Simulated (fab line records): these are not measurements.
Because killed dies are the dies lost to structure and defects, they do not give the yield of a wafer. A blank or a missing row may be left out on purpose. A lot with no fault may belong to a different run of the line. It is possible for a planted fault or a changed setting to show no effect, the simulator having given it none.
Which tool is to blame? | flow sky130 | Sampling: 11 lots, 33 wafers, 2 of 708 route steps

== WHAT THE GAUGES SHOWED, per wafer ==
SKY_PWDE_TW_MEAS_10.
lot  | measured    | on           | PWDE_TW
L169 | day 3 21:04 | filmMetro-02 | 366 366 364
L170 | day 4 03:04 | filmMetro-01 | 373 374 371
L171 | day 4 09:51 | filmMetro-02 | 369 367 367
L172 | day 4 16:04 | filmMetro-01 | 372 373 372
L174 | day 4 23:46 | filmMetro-02 | 368 366 367
L175 | day 5 08:13 | filmMetro-03 | 373 375 372
L176 | day 5 13:55 | filmMetro-01 | 374 375 377
L188 | day 8 08:14 | filmMetro-03 | 401 401 401
L189 | day 8 15:34 | filmMetro-01 | 398 397 400
L190 | day 8 22:14 | filmMetro-03 | 372 374 376
L191 | day 9 05:58 | filmMetro-01 | 370 373 371

== WHICH TOOL RAN EACH LOT (tool, then ch and the chambers of the sampled wafers, then the start) ==
lot  | SKY_PWDE_IMPLANT_08
L169 | implanter-04 ch 0, day 3 20:49
L170 | implanter-04 ch 0, day 4 02:49
L171 | implanter-04 ch 0, day 4 09:38
L172 | implanter-04 ch 0, day 4 15:49
L174 | implanter-01 ch 0, day 4 23:32
L175 | implanter-01 ch 0, day 5 07:58
L176 | implanter-04 ch 0, day 5 13:42
L188 | implanter-04 ch 0, day 8 07:59
L189 | implanter-04 ch 0, day 8 15:19
L190 | implanter-03 ch 0, day 8 22:00
L191 | implanter-03 ch 0, day 9 05:43
- SKY_PWDE_IMPLANT_08

== THE ANSWER, worked out from the rows above alone ==
Rule: the lots themselves supply what counts as usual. The widest of any qualifying gaps counts: lots, ordered by their means at a reading, are off when they make up no more than a third of the lots, leave a main group of 4 or more, and stand apart from it by 3 or more times the standard deviation of that group's means. A main group is skipped when, at the precision printed for the reading in the tables above, its means are all equal. A lot without any number at a reading at which 4 lots or more have one is off too. Where the step has rows for the other lots, those lots are counted as sound.
Off: L188, L189, at SKY_PWDE_TW_MEAS_10 (PWDE_TW). Mean 371 and standard deviation 3.3 in the main group.
If a tool, at a process step before that reading, ran all the lots that are off and no sound lot after the first of them, it fits. Gauges at SKY_PWDE_TW_MEAS_10: tried the same way as those tools. One candidate fits, namely implanter-04 at SKY_PWDE_IMPLANT_08. Its last sound lot is L176 (day 5 13:42), its first lot that is off L188 (day 8 07:59): a fault that began between those two fits.

== WHAT THE SIMULATOR HAD PUT IN ==
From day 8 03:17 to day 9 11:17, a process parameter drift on implanter-04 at SKY_PWDE_IMPLANT_08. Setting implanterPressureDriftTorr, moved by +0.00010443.
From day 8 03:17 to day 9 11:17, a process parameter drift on implanter-04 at SKY_PWDE_IMPLANT_08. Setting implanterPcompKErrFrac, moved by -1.
Lots struck among those shown: L188, L189. This agrees with what the rule above found.
